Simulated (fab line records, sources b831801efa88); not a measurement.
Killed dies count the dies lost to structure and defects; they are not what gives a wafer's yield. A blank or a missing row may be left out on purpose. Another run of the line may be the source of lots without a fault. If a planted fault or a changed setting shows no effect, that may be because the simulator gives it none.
What tool caused it? || flow gf180mcu || 6 lots (18 wafers sampled), 1 step of a 602-step route

WHAT THE GAUGES SHOWED, per wafer
GF_V4_OVL_MEAS_15.
{"lot": "L857", "measured": "day 24 23:42", "on": "overlay-02", "V4_OVL (nm)": "4 0 -2"}
{"lot": "L863", "measured": "day 27 01:45", "on": "overlay-02", "V4_OVL (nm)": "7 4 7"}
{"lot": "L865", "measured": "day 27 13:00", "on": "overlay-01", "V4_OVL (nm)": "-5 -3 -5"}
{"lot": "L867", "measured": "day 28 04:07", "on": "overlay-01", "V4_OVL (nm)": "15 -1 4"}
{"lot": "L873", "measured": "day 29 20:48", "on": "overlay-02", "V4_OVL (nm)": "0 0 -4"}
{"lot": "L878", "measured": "day 31 06:25", "on": "overlay-02", "V4_OVL (nm)": "-2 -10 -7"}

EACH LOT AND THE TOOL THAT RAN IT (in order: tool; ch and the chambers of the sampled wafers; start)
The record holds no process step before these readings.

THE ANSWER, worked out from the rows above alone
Rule: the usual values come from the lots themselves. The widest of any qualifying gaps counts: lots, ordered by their means at a reading, are off when they make up no more than a third of the lots, leave a main group of 4 or more, and stand apart from it by 3 or more times the standard deviation of that group's means. A main group whose means are all the same, to the digits that the tables above print for the reading, isn't used. A lot without any number at a reading at which 4 lots or more have one is off too. Where the step has rows for the other lots, those lots are counted as sound.
No lot is off on any of the readings shown, so nothing can be concluded from this.

WHAT THE SIMULATOR HAD PUT IN
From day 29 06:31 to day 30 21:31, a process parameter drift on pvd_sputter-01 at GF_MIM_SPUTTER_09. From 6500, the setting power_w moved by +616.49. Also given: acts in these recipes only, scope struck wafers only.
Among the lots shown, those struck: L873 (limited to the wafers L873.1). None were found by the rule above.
